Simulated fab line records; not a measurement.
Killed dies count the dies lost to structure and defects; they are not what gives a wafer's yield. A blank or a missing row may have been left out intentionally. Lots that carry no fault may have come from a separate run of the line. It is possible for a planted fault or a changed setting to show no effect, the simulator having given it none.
fab line records	flow sky130
record: lots: 13	wafers: 39	lastDay: 50
route steps=708 shown CONTACT@433 VIA4@659 PASSIVATION@683 PAD_OPEN@701
lots that met no fault: taken from a fault-free run of the same line
startH: hours from the record's first day to the start of the lot's first wafer shown	waitH: hours since the lot's step before	" same as the row above	L1.1+2: a row that stands for several wafers	- no value, or no start given	* or withheld: withheld	< > ~ a bound
route shown NAME@n: NAME is a module with steps in the file, n the number in the route of the first one	usual: mean/standard deviation of fault-free wafers	same: alike in all rows	chamber/n: place in a boat	sites: readings site by site	_std_site: the values' standard deviation	_edge_site: inner sites' mean taken away from outer sites' mean	radiusMm: for every site, how far away it sits from the centre of the wafer	mask NAME#n: copy n	behind: tool/chamber where the wafer was last shaped	hold: the reason the lot was held/the length of the hold in hours/how it ended	device: which transistor (n, p or np) failed to switch	end of line: tests run on the same wafers once the route is complete	step lacking rows: just its recipe	killed: dies lost to structure and defects at the first sort, not the wafer's yield	map: dies across one wafer; x = killed, . = not, _ = none there
set.NAME: the setting that was run; set.NAME@STEP: the one run at that earlier step	model.NAME: the simulator's own value behind a step, which no gauge read
steps of the route over a sample of lots; a table a step, a row a wafer
services: from which hour (startH, from the record's first day; less than 0 if before it) a tool's chamber was out of use, for how many hours, and why
== steps ==
step: SKY_CONTACT_CMP_27
recipe: stopOn: SiO2	tOverpolishS: 15	downForcePsi: 3.5	platenRpm: 60	targetThkNm: 0	padVelocityMS: 0.94248
usual: motorCurrentA: 11.2/0.68	overpolishRunS: 14.999/0.0094	timeToEndpointS: 82/4
lot.wafer	tool	chamber	startH	waitH	motorCurrentA	overpolishRunS	timeToEndpointS
L452.3	cmp-01	1	729.05	0.1	11.6	15.006	82
L452.5	"	0	"	"	12.0	14.994	86
L452.6	"	1	"	"	11.5	14.998	83
L453.3	cmp-01	2	735.76	0.1	11.1	15.007	83
L453.5	"	0	"	"	12.3	14.999	83
L453.6	"	1	"	"	11.7	15.004	86
L454.2	cmp-02	3	739.09	0.0	10.9	15.005	74
L454.4	"	2	"	"	10.7	15.006	81
L454.6	"	3	"	"	10.2	14.997	78
L455.1	cmp-01	1	751.85	0.1	11.6	15.009	86
L455.4	"	0	"	"	11.1	14.999	83
L455.5	"	2	"	"	11.7	15.012	83
L456.4	cmp-02	3	758.15	0.1	10.2	15.006	77
L456.1	"	0	"	"	11.5	15.008	85
L456.5	"	3	"	"	10.6	14.999	77
L457.2	cmp-01	0	772.38	0.1	11.5	14.995	84
L457.5	"	3	"	"	11.3	14.994	89
L457.6	"	0	"	"	11.9	14.992	87
L458.1	cmp-01	3	775.98	0.1	11.0	15.000	88
L458.4	"	0	"	"	11.7	14.994	84
L458.3	"	1	"	"	11.8	15.008	86
L460.3	cmp-01	0	791.04	0.1	11.6	14.993	84
L460.4	"	2	"	"	10.8	15.013	81
L460.6	"	0	"	"	11.3	15.001	83
L461.1	cmp-01	1	805.34	0.1	11.2	15.002	78
L461.4	"	3	"	"	11.2	14.998	83
L461.2	"	0	"	"	11.2	14.983	79
L462.4	cmp-02	1	813.97	0.0	12.5	15.016	77
L462.2	"	3	"	"	10.3	15.000	75
L462.1	"	0	"	"	11.3	15.001	87
L470.4	cmp-01	1	876.55	0.1	11.6	14.994	82
L470.6	"	0	"	"	11.5	14.999	80
L470.5	"	1	"	"	11.5	14.978	84
L475.1	cmp-01	2	917.71	0.6	11.3	14.995	84
L475.2	"	3	"	"	10.6	15.003	89
L475.4	"	0	"	"	11.0	14.996	86
L471.2	cmp-01	0	920.51	0.0	11.5	15.011	83
L471.5	"	0	"	"	11.4	14.992	84
L471.6	"	1	"	"	11.0	15.004	79
step: SKY_VIA4_THK_MEAS_20
recipe: thkMeasGauge: xrf	reads: W_of_VIA4_CVD_18
usual: VIA4_W_THK: 503/7.5
lot.wafer	tool	chamber	startH	waitH	VIA4_W_THK[nm]
L452.3	filmMetro-03	-	997.90	0.1	504
L452.5	"	-	"	"	510
L452.6	"	-	"	"	501
L453.3	filmMetro-03	-	1004.81	0.1	502
L453.5	"	-	"	"	503
L453.6	"	-	"	"	507
L454.2	filmMetro-01	-	1008.28	0.1	506
L454.4	"	-	"	"	508
L454.6	"	-	"	"	505
L455.1	filmMetro-03	-	1019.97	0.1	509
L455.4	"	-	"	"	510
L455.5	"	-	"	"	509
L456.1	filmMetro-01	-	1022.55	0.1	498
L456.4	"	-	"	"	507
L456.5	"	-	"	"	495
L457.2	filmMetro-03	-	1035.58	0.1	504
L457.5	"	-	"	"	508
L457.6	"	-	"	"	511
L458.1	filmMetro-04	-	1037.01	0.1	492
L458.3	"	-	"	"	493
L458.4	"	-	"	"	492
L460.3	filmMetro-04	-	1049.84	0.1	492
L460.4	"	-	"	"	485
L460.6	"	-	"	"	489
L461.1	filmMetro-04	-	1062.97	0.1	505
L461.2	"	-	"	"	492
L461.4	"	-	"	"	499
L462.1	filmMetro-03	-	1070.77	0.1	509
L462.2	"	-	"	"	503
L462.4	"	-	"	"	502
L470.4	filmMetro-01	-	1118.79	0.1	503
L470.5	"	-	"	"	505
L470.6	"	-	"	"	497
L475.1	filmMetro-04	-	1148.98	0.1	499
L475.2	"	-	"	"	504
L475.4	"	-	"	"	497
L471.2	filmMetro-01	-	1151.83	0.1	511
L471.5	"	-	"	"	518
L471.6	"	-	"	"	519
step: SKY_PASSIVATION_CVD_02
recipe: material: Si3N4	targetThkNm: 540	tempC: 400	timeS: withheld	rfW: 450
usual: heaterPowerW: 696/79
lot.wafer	tool	chamber	startH	waitH	heaterPowerW
L452.3	pecvd-01	2	1022.15	0.0	724
L452.5	"	0	"	"	608
L452.6	"	1	"	"	636
L453.3	pecvd-04	2	1028.93	0.0	882
L453.5	"	2	"	"	726
L453.6	"	0	"	"	606
L454.2	pecvd-01	1	1031.72	0.0	551
L454.4	"	1	"	"	565
L454.6	"	1	"	"	611
L455.1	pecvd-02	1	1043.13	0.1	811
L455.4	"	1	"	"	838
L455.5	"	0	"	"	699
L456.1	pecvd-02	1	1046.22	0.1	852
L456.4	"	0	"	"	690
L456.5	"	2	"	"	625
L457.2	pecvd-02	1	1058.40	0.0	765
L457.5	"	2	"	"	693
L457.6	"	1	"	"	794
L458.1	pecvd-04	0	1059.94	0.1	765
L458.3	"	1	"	"	655
L458.4	"	0	"	"	608
L460.3	pecvd-04	0	1072.97	0.0	733
L460.4	"	2	"	"	824
L460.6	"	1	"	"	564
L461.1	pecvd-04	0	1085.25	0.1	723
L461.2	"	1	"	"	659
L461.4	"	0	"	"	744
L462.1	pecvd-01	2	1092.30	0.1	752
L462.2	"	1	"	"	606
L462.4	"	2	"	"	774
L470.4	pecvd-04	1	1139.51	0.1	693
L470.5	"	0	"	"	702
L470.6	"	1	"	"	709
L475.1	pecvd-02	2	1167.18	0.1	682
L475.2	"	0	"	"	599
L475.4	"	2	"	"	681
L471.2	pecvd-04	0	1169.77	0.0	668
L471.5	"	1	"	"	559
L471.6	"	2	"	"	719
step: SKY_PAD_OPEN_ETCH_07
recipe: chemistry: CF4/O2	targetDepthNm: 725	stopOn: AlCu	sourceW: 800	biasW: 150	pressureMtorr: 150	cf4FlowSccm: 80	O2_flow_sccm: 10	timeS: 161.1
usual: chamberPressureMTorr: 149.98/0.14	drypumpMotorCurrentA: 5.7/0.34	oesProductAu: 0.976/0.0074	throttleValvePct: 5.964/0.0086
lot.wafer	tool	chamber	startH	waitH	chamberPressureMTorr	drypumpMotorCurrentA	oesProductAu	rfHoursCounterH	throttleValvePct
L452.3	rieDiel-02	1	1065.66	-	150.13	6.3	0.961	27	5.960
L452.5	"	1	"	"	150.02	6.3	0.979	-	5.971
L452.6	"	0	"	"	149.96	5.5	0.980	-	5.945
L453.3	rieDiel-03	3	1072.01	-	149.92	5.7	0.967	16	5.954
L453.5	"	0	"	"	150.09	5.7	0.980	-	5.953
L453.6	"	3	"	"	149.90	5.7	0.988	-	5.970
L454.2	rieDiel-02	2	1075.38	-	149.73	5.8	0.970	22	5.954
L454.4	"	2	"	"	150.07	5.7	0.974	-	5.960
L454.6	"	1	"	"	150.17	6.3	0.972	-	5.967
L455.1	rieDiel-03	1	1085.28	-	150.01	6.3	0.973	21	5.963
L455.4	"	2	"	"	150.00	5.8	0.981	25	5.976
L455.5	"	1	"	"	150.18	6.3	0.978	-	5.949
L456.1	rieDiel-04	0	1088.56	-	149.93	5.7	0.973	16	5.966
L456.4	"	0	"	"	149.93	5.8	0.986	-	5.960
L456.5	"	3	"	"	150.03	5.5	0.976	-	5.961
L457.2	rieDiel-02	3	1100.06	-	149.91	5.0	0.972	26	5.971
L457.5	"	0	"	"	149.87	5.5	0.970	-	5.964
L457.6	"	3	"	"	149.90	5.0	0.979	-	5.954
L458.1	rieDiel-04	2	1101.33	-	149.86	6.0	0.978	26	5.970
L458.3	"	0	"	"	150.01	5.7	0.980	16	5.967
L458.4	"	2	"	"	150.05	6.0	0.982	-	5.976
L460.3	rieDiel-03	2	1113.24	-	150.00	5.8	0.977	26	5.972
L460.4	"	3	"	"	149.78	5.8	0.990	18	5.968
L460.6	"	0	"	"	149.78	5.7	0.976	-	5.960
L461.1	rieDiel-04	0	1124.49	-	150.00	5.8	0.979	17	5.988
L461.2	"	2	"	"	150.32	6.0	0.987	27	5.964
L461.4	"	1	"	"	149.73	5.7	0.972	1	5.959
L462.1	rieDiel-02	0	1131.84	-	150.10	5.6	0.972	7	5.952
L462.2	"	2	"	"	149.99	5.7	0.977	24	5.959
L462.4	"	1	"	"	150.13	6.3	0.974	30	5.977
L470.4	rieDiel-04	2	1173.81	-	150.07	6.0	0.971	29	5.959
L470.5	"	0	"	"	149.88	5.8	0.988	-	5.967
L470.6	"	1	"	"	149.96	5.7	0.981	-	5.972
L475.1	rieDiel-03	0	1199.46	-	150.22	5.7	0.961	21	5.951
L475.2	"	1	"	"	150.03	6.3	0.981	25	5.952
L475.4	"	3	"	"	149.96	5.7	0.979	21	5.960
L471.2	rieDiel-04	1	1202.24	-	150.11	5.7	0.967	4	5.969
L471.5	"	3	"	"	149.88	5.5	0.972	-	5.957
L471.6	"	1	"	"	150.10	5.7	0.977	-	5.966
step: SKY_PAD_OPEN_PROBE_99
usual: killed_at_M0_to_M3: 43/6.8	killed_at_M4_up: 3.2/1.9	killedAtContacts: 24/5	killedAtFrontEnd: 16/4.9	killedAtOther: 0.4/0.76	killedDies: 87/10	killedOnRim: 17/3.9	killedOpen: 47/7.3	killedShort: 39/6.2
same: grossDies: 492	killedAtBackSide: 0
lot.wafer	tool	chamber	startH	waitH	hold	killed_at_M0_to_M3	killed_at_M4_up	killedAtContacts	killedAtFrontEnd	killedAtOther	killedDies	killedOnRim	killedOpen	killedShort
L452.3	prober-02	-	1068.08	0.2	-	38	2	29	17	1	87	18	49	38
L452.5	prober-02	-	1068.18	0.2	-	46	3	29	27	0	105	20	64	41
L452.6	prober-02	-	1068.23	0.2	-	34	2	33	15	1	85	15	52	33
L453.3	prober-01	-	1074.42	0.2	-	46	2	18	11	0	77	12	46	31
L453.5	prober-01	-	1074.52	0.2	-	50	7	25	19	1	102	20	49	53
L453.6	prober-01	-	1074.57	0.2	-	38	2	28	16	0	84	17	52	32
L454.2	prober-02	-	1077.75	0.1	-	44	1	27	16	0	88	12	50	38
L454.4	prober-02	-	1077.85	0.2	-	45	5	18	19	0	87	24	44	43
L454.6	prober-02	-	1077.95	0.2	-	43	0	23	18	1	85	15	44	41
L455.1	prober-01	-	1087.61	0.1	-	45	4	31	14	0	94	16	57	36
L455.4	prober-01	-	1087.76	0.2	-	36	3	22	14	0	75	13	41	33
L455.5	prober-01	-	1087.81	0.2	-	47	1	22	5	0	75	18	47	28
L456.1	prober-02	-	1090.87	0.1	-	42	6	26	17	0	91	21	48	43
L456.4	prober-02	-	1091.02	0.2	-	42	3	24	12	2	83	14	42	41
L456.5	prober-02	-	1091.07	0.2	-	48	3	23	20	0	94	19	53	41
L457.2	prober-01	-	1102.55	0.1	-	42	4	33	23	0	102	24	41	61
L457.5	prober-01	-	1102.70	0.2	-	45	3	27	21	0	96	15	52	44
L457.6	prober-01	-	1102.75	0.2	-	42	8	26	14	0	90	20	49	40
L458.1	prober-02	-	1103.69	0.1	-	46	4	27	13	2	92	17	51	39
L458.3	prober-02	-	1103.79	0.2	-	45	4	35	13	1	98	25	52	45
L458.4	prober-02	-	1103.84	0.2	-	50	3	26	8	1	88	16	43	44
L460.3	prober-02	-	1115.70	0.2	awaitDispo/2.4h/release	33	3	216	17	0	269	51	31	41
L460.4	prober-02	-	1115.75	0.2	awaitDispo/2.4h/release	42	2	28	19	1	92	16	56	36
L460.6	prober-02	-	1115.85	0.2	awaitDispo/2.4h/release	32	4	237	15	0	288	53	34	40
L461.1	prober-01	-	1126.85	0.1	awaitDispo/3.0h/release	35	5	27	16	0	83	20	47	36
L461.2	prober-01	-	1126.90	0.1	awaitDispo/3.0h/release	33	1	251	12	0	297	60	36	33
L461.4	prober-01	-	1127.00	0.2	awaitDispo/3.0h/release	34	3	26	11	0	74	13	34	40
L462.1	prober-02	-	1134.33	0.1	-	58	3	28	15	0	104	24	48	56
L462.2	prober-02	-	1134.38	0.1	-	38	2	27	18	0	85	16	41	44
L462.4	prober-02	-	1134.48	0.2	-	55	1	30	17	0	103	18	58	45
L470.4	prober-02	-	1176.35	0.2	-	60	1	23	31	0	115	24	63	52
L470.5	prober-02	-	1176.40	0.2	-	42	5	17	13	2	79	15	48	29
L470.6	prober-02	-	1176.45	0.2	-	52	2	26	25	1	106	15	61	44
L475.1	prober-02	-	1201.81	0.1	-	48	1	31	18	0	98	19	52	46
L475.2	prober-02	-	1201.86	0.1	-	36	1	26	14	1	78	12	44	34
L475.4	prober-02	-	1201.96	0.2	-	40	3	23	15	1	82	11	43	39
L471.2	prober-02	-	1204.61	0.1	-	40	0	22	16	0	78	21	47	31
L471.5	prober-02	-	1204.76	0.2	-	48	5	18	16	2	89	11	52	37
L471.6	prober-02	-	1204.81	0.2	-	51	2	24	12	0	89	15	53	36
killed by level:class
L452.3 VIA1:geometricParticle:open=12 CONTACT:geometricParticle:open=9 FIELD_ISO:geometricParticle:open=7 CONTACT:geometricParticle:short=6 LI_CONTACT:geometricParticle:open=5 FIELD_ISO:geometricParticle:short=4 VIA1:geometricParticle:short=4 LI_CONTACT:geometricParticle:short=4
L452.5 VIA1:geometricParticle:open=18 FIELD_ISO:geometricParticle:open=10 LI_CONTACT:geometricParticle:open=9 VIA2:geometricParticle:open=8 CONTACT:geometricParticle:open=7 FIELD_ISO:geometricParticle:short=6 CONTACT:geometricParticle:short=6 LOCAL_INTERCONNECT:geometricParticle:short=4
L452.6 CONTACT:geometricParticle:open=16 LI_CONTACT:geometricParticle:open=7 VIA1:geometricParticle:open=7 VIA1:geometricParticle:short=5 VIA2:geometricParticle:open=5 FIELD_ISO:geometricParticle:short=4 POLY_GATE:geometricParticle:open=4 LI_CONTACT:geometricParticle:short=4
L453.3 VIA1:geometricParticle:open=9 VIA2:geometricParticle:open=9 POLY_GATE:geometricParticle:open=6 METAL2:geometricParticle:short=6 LI_CONTACT:geometricParticle:open=5 CONTACT:geometricParticle:open=5 VIA3:geometricParticle:open=5 LOCAL_INTERCONNECT:geometricParticle:short=4
L453.5 CONTACT:geometricParticle:open=9 VIA1:geometricParticle:open=9 METAL2:geometricParticle:short=8 POLY_GATE:geometricParticle:open=7 VIA1:geometricParticle:short=7 LI_CONTACT:geometricParticle:open=6 CONTACT:geometricParticle:short=6 METAL1:geometricParticle:short=6
L453.6 CONTACT:geometricParticle:open=18 VIA1:geometricParticle:open=11 FIELD_ISO:geometricParticle:open=7 METAL1:geometricParticle:short=5 CONTACT:geometricParticle:short=4 METAL2:geometricParticle:short=4 VIA2:geometricParticle:open=4 POLY_GATE:geometricParticle:open=3
L454.2 LI_CONTACT:geometricParticle:open=11 VIA1:geometricParticle:open=9 VIA2:geometricParticle:open=9 POLY_GATE:geometricParticle:open=5 LI_CONTACT:geometricParticle:short=5 LOCAL_INTERCONNECT:geometricParticle:short=5 METAL2:geometricParticle:short=5 VIA1:geometricParticle:short=5
L454.4 VIA1:geometricParticle:open=12 CONTACT:geometricParticle:open=7 VIA1:geometricParticle:short=7 VIA3:geometricParticle:open=7 METAL1:geometricParticle:short=6 POLY_GATE:geometricParticle:open=5 LI_CONTACT:geometricParticle:open=5 FIELD_ISO:geometricParticle:short=4
L454.6 VIA1:geometricParticle:open=15 POLY_GATE:geometricParticle:short=12 CONTACT:geometricParticle:open=11 LI_CONTACT:geometricParticle:open=5 VIA1:geometricParticle:short=5 VIA2:geometricParticle:open=4 METAL1:geometricParticle:short=4 METAL2:geometricParticle:short=4
L455.1 LI_CONTACT:geometricParticle:open=13 CONTACT:geometricParticle:open=12 VIA1:geometricParticle:open=11 METAL1:geometricParticle:short=8 VIA1:geometricParticle:short=6 METAL2:geometricParticle:short=6 VIA2:geometricParticle:open=5 VIA3:geometricParticle:open=5
L455.4 VIA1:geometricParticle:open=15 LI_CONTACT:geometricParticle:open=7 VIA1:geometricParticle:short=6 POLY_GATE:geometricParticle:open=5 CONTACT:geometricParticle:short=5 VIA2:geometricParticle:open=5 CONTACT:geometricParticle:open=4 FIELD_ISO:geometricParticle:short=3
L455.5 VIA1:geometricParticle:open=12 VIA2:geometricParticle:open=11 CONTACT:geometricParticle:open=8 LI_CONTACT:geometricParticle:open=5 VIA2:geometricParticle:short=5 CONTACT:geometricParticle:short=4 METAL1:geometricParticle:short=4 VIA1:geometricParticle:short=4
L456.1 VIA1:geometricParticle:open=12 CONTACT:geometricParticle:open=10 METAL2:geometricParticle:short=6 VIA3:geometricParticle:short=6 LOCAL_INTERCONNECT:geometricParticle:short=5 LI_CONTACT:geometricParticle:open=5 METAL1:geometricParticle:short=5 POLY_GATE:geometricParticle:short=4
L456.4 VIA1:geometricParticle:open=13 CONTACT:geometricParticle:open=10 VIA2:geometricParticle:open=7 LI_CONTACT:geometricParticle:open=7 METAL1:geometricParticle:short=7 METAL2:geometricParticle:short=6 LOCAL_INTERCONNECT:geometricParticle:short=4 VIA1:geometricParticle:short=4
L456.5 VIA1:geometricParticle:open=13 CONTACT:geometricParticle:open=9 VIA3:geometricParticle:open=8 FIELD_ISO:geometricParticle:open=7 CONTACT:geometricParticle:short=6 VIA1:geometricParticle:short=6 POLY_GATE:geometricParticle:open=5 METAL2:geometricParticle:short=5
L457.2 VIA1:geometricParticle:open=9 METAL2:geometricParticle:short=9 FIELD_ISO:geometricParticle:short=8 CONTACT:geometricParticle:open=8 CONTACT:geometricParticle:short=7 LI_CONTACT:geometricParticle:short=7 LI_CONTACT:geometricParticle:open=7 METAL1:geometricParticle:short=6
L457.5 CONTACT:geometricParticle:open=12 VIA1:geometricParticle:open=11 FIELD_ISO:geometricParticle:short=8 VIA2:geometricParticle:open=8 METAL1:geometricParticle:short=7 FIELD_ISO:geometricParticle:open=6 METAL2:geometricParticle:short=5 CONTACT:geometricParticle:short=4
L457.6 VIA1:geometricParticle:open=15 CONTACT:geometricParticle:open=8 CONTACT:geometricParticle:short=7 METAL4:geometricParticle:short=7 METAL2:geometricParticle:short=6 VIA2:geometricParticle:open=6 LI_CONTACT:geometricParticle:open=5 VIA1:geometricParticle:short=3
L458.1 VIA1:geometricParticle:open=12 VIA2:geometricParticle:open=9 LI_CONTACT:geometricParticle:open=8 CONTACT:geometricParticle:short=8 CONTACT:geometricParticle:open=6 POLY_GATE:geometricParticle:open=5 METAL2:geometricParticle:short=5 VIA3:geometricParticle:open=5
L458.3 CONTACT:geometricParticle:open=14 VIA1:geometricParticle:open=12 LI_CONTACT:geometricParticle:short=6 LI_CONTACT:geometricParticle:open=6 VIA1:geometricParticle:short=6 VIA3:geometricParticle:open=6 CONTACT:geometricParticle:short=5 VIA2:geometricParticle:open=5
L458.4 VIA1:geometricParticle:open=9 VIA2:geometricParticle:open=9 METAL2:geometricParticle:short=8 LI_CONTACT:geometricParticle:open=7 LI_CONTACT:geometricParticle:short=6 METAL1:geometricParticle:short=6 VIA1:geometricParticle:short=6 CONTACT:geometricParticle:short=5
L460.3 CONTACT:unspecified=197 METAL3:geometricParticle:short=7 VIA2:geometricParticle:open=5 LI_CONTACT:geometricParticle:open=5 METAL2:geometricParticle:short=5 VIA1:geometricParticle:open=5 POLY_GATE:geometricParticle:open=4 POLY_GATE:geometricParticle:short=4
L460.4 CONTACT:geometricParticle:open=12 VIA1:geometricParticle:open=9 POLY_GATE:geometricParticle:open=8 VIA3:geometricParticle:open=7 LI_CONTACT:geometricParticle:open=6 METAL1:geometricParticle:short=6 VIA2:geometricParticle:open=6 METAL3:geometricParticle:short=5
L460.6 CONTACT:unspecified=214 CONTACT:geometricParticle:open=9 VIA1:geometricParticle:open=6 FIELD_ISO:geometricParticle:short=5 VIA3:geometricParticle:open=5 CONTACT:geometricParticle:short=5 VIA2:geometricParticle:open=5 POLY_GATE:geometricParticle:short=4
L461.1 LI_CONTACT:geometricParticle:open=9 VIA1:geometricParticle:open=9 CONTACT:geometricParticle:open=7 POLY_GATE:geometricParticle:short=5 METAL2:geometricParticle:short=5 VIA2:geometricParticle:open=5 VIA3:geometricParticle:open=5 FIELD_ISO:geometricParticle:open=4
L461.2 CONTACT:unspecified=228 VIA1:geometricParticle:open=11 CONTACT:geometricParticle:open=7 METAL2:geometricParticle:short=6 LI_CONTACT:geometricParticle:open=5 POLY_GATE:geometricParticle:open=4 CONTACT:geometricParticle:short=4 VIA1:geometricParticle:short=4
L461.4 LOCAL_INTERCONNECT:geometricParticle:short=8 CONTACT:geometricParticle:open=8 VIA2:geometricParticle:open=6 VIA1:geometricParticle:open=5 VIA3:geometricParticle:open=5 FIELD_ISO:geometricParticle:short=4 LI_CONTACT:geometricParticle:open=4 METAL2:geometricParticle:short=4
L462.1 METAL1:geometricParticle:short=12 LI_CONTACT:geometricParticle:open=9 VIA1:geometricParticle:open=9 VIA2:geometricParticle:open=8 VIA2:geometricParticle:short=6 CONTACT:geometricParticle:open=6 FIELD_ISO:geometricParticle:short=5 LOCAL_INTERCONNECT:geometricParticle:short=5
L462.2 VIA1:geometricParticle:open=9 LOCAL_INTERCONNECT:geometricParticle:short=8 CONTACT:geometricParticle:open=8 METAL1:geometricParticle:short=8 LI_CONTACT:geometricParticle:open=6 POLY_GATE:geometricParticle:short=6 VIA2:geometricParticle:open=5 POLY_GATE:geometricParticle:open=4
L462.4 VIA1:geometricParticle:open=18 LI_CONTACT:geometricParticle:open=9 CONTACT:geometricParticle:open=9 CONTACT:geometricParticle:short=7 VIA3:geometricParticle:short=7 POLY_GATE:geometricParticle:short=4 METAL3:geometricParticle:short=4 VIA3:geometricParticle:open=4
L470.4 VIA1:geometricParticle:open=12 CONTACT:geometricParticle:open=12 FIELD_ISO:geometricParticle:short=9 POLY_GATE:geometricParticle:open=9 VIA3:geometricParticle:open=8 VIA1:geometricParticle:short=8 VIA2:geometricParticle:open=7 VIA2:geometricParticle:short=6
L470.5 VIA1:geometricParticle:open=14 CONTACT:geometricParticle:open=10 LI_CONTACT:geometricParticle:open=6 VIA3:geometricParticle:open=5 METAL4:geometricParticle:short=5 POLY_GATE:geometricParticle:open=4 VIA1:geometricParticle:short=4 POLY_GATE:geometricParticle:short=3
L470.6 CONTACT:geometricParticle:open=14 VIA1:geometricParticle:open=11 VIA3:geometricParticle:open=10 FIELD_ISO:geometricParticle:short=8 LI_CONTACT:geometricParticle:open=6 METAL2:geometricParticle:short=6 VIA2:geometricParticle:open=6 VIA3:geometricParticle:short=5
L475.1 VIA1:geometricParticle:open=12 CONTACT:geometricParticle:open=11 CONTACT:geometricParticle:short=9 VIA1:geometricParticle:short=8 LI_CONTACT:geometricParticle:open=7 VIA3:geometricParticle:open=7 POLY_GATE:geometricParticle:short=6 VIA2:geometricParticle:open=5
L475.2 CONTACT:geometricParticle:open=11 LI_CONTACT:geometricParticle:open=9 VIA1:geometricParticle:open=7 METAL3:geometricParticle:short=7 METAL1:geometricParticle:short=6 FIELD_ISO:geometricParticle:open=4 FIELD_ISO:geometricParticle:short=4 VIA2:geometricParticle:open=4
L475.4 LI_CONTACT:geometricParticle:open=11 VIA1:geometricParticle:open=9 POLY_GATE:geometricParticle:short=6 CONTACT:geometricParticle:open=6 VIA2:geometricParticle:open=6 METAL2:geometricParticle:short=5 METAL3:geometricParticle:short=5 METAL1:geometricParticle:short=4
L471.2 VIA1:geometricParticle:open=11 LI_CONTACT:geometricParticle:open=8 METAL1:geometricParticle:short=7 POLY_GATE:geometricParticle:open=6 VIA3:geometricParticle:open=6 CONTACT:geometricParticle:open=5 VIA2:geometricParticle:open=5 LOCAL_INTERCONNECT:geometricParticle:short=4
L471.5 VIA1:geometricParticle:open=13 CONTACT:geometricParticle:open=10 VIA3:geometricParticle:open=8 METAL2:geometricParticle:short=7 POLY_GATE:geometricParticle:short=6 METAL1:geometricParticle:open=5 VIA1:geometricParticle:short=5 VIA2:geometricParticle:open=4
L471.6 VIA1:geometricParticle:open=10 VIA2:geometricParticle:open=9 METAL1:geometricParticle:short=9 LI_CONTACT:geometricParticle:open=8 VIA3:geometricParticle:open=8 CONTACT:geometricParticle:open=7 METAL2:geometricParticle:short=6 CONTACT:geometricParticle:short=5
== services ==
tool	chamber	startH	hours	kind
cmp-01	-	745.24	2.0	repair
rieDiel-04	3	785.62	1.3	repair
pecvd-04	-	833.98	1.4	repair
pecvd-04	-	851.24	0.5	repair
rieDiel-04	2	851.65	6.2	repair
rieDiel-04	-	864.37	2.8	pm
cmp-01	-	877.82	12.5	repair
rieDiel-04	0	886.69	42.2	repair
cmp-01	-	890.29	3.9	pm
cmp-01	-	912.16	4.0	pm
pecvd-04	-	937.02	5.8	repair
cmp-01	-	978.68	4.7	repair
rieDiel-04	1	979.75	9.2	repair
pecvd-04	-	985.49	0.8	repair
rieDiel-04	1	1039.30	4.3	repair
pecvd-04	-	1077.93	0.9	repair
cmp-01	-	1083.62	0.3	repair
cmp-01	-	1104.73	0.5	repair
cmp-01	-	1111.44	0.5	repair
pecvd-04	2	1137.66	5.6	repair
cmp-01	-	1187.46	4.0	pm
cmp-01	-	1195.58	2.6	repair
pecvd-04	-	1197.76	5.5	pm
cmp-01	-	1198.15	1.9	repair
== key ==
firstSign: step: SKY_PAD_OPEN_PROBE_99	reading: killedAtContacts	direction: up	sigmas: 42	usual: 24	struck: 235
effect: step: SKY_PAD_OPEN_PROBE_99	reading: killedDies	direction: up	sigmas: 20	usual: 87	struck: 285
metAt SKY_CONTACT_CMP_27
struckLots L460,L461
struckWafers L460.3,L460.6,L461.2
testerLeftOut L460,L461
notActingAt SKY_VIA4_THK_MEAS_20,SKY_PASSIVATION_CVD_02,SKY_PAD_OPEN_ETCH_07
onsetBetween 775.98 791.04
fault: kind: chamberParticleSource	tool: cmp-01	chamber: 0	onsetH: 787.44	steps: SKY_CONTACT_CMP_27	ratePerVisitCm2: 1.1639	endH: 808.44
testerLeftOut: of these lots the tester's yield and bins aren't shown, on N5 and GAA mostly nor the transistor test; their killed dies are dies lost to structure and defects alone, not to doping, threshold or leakage, so they don't give the yield
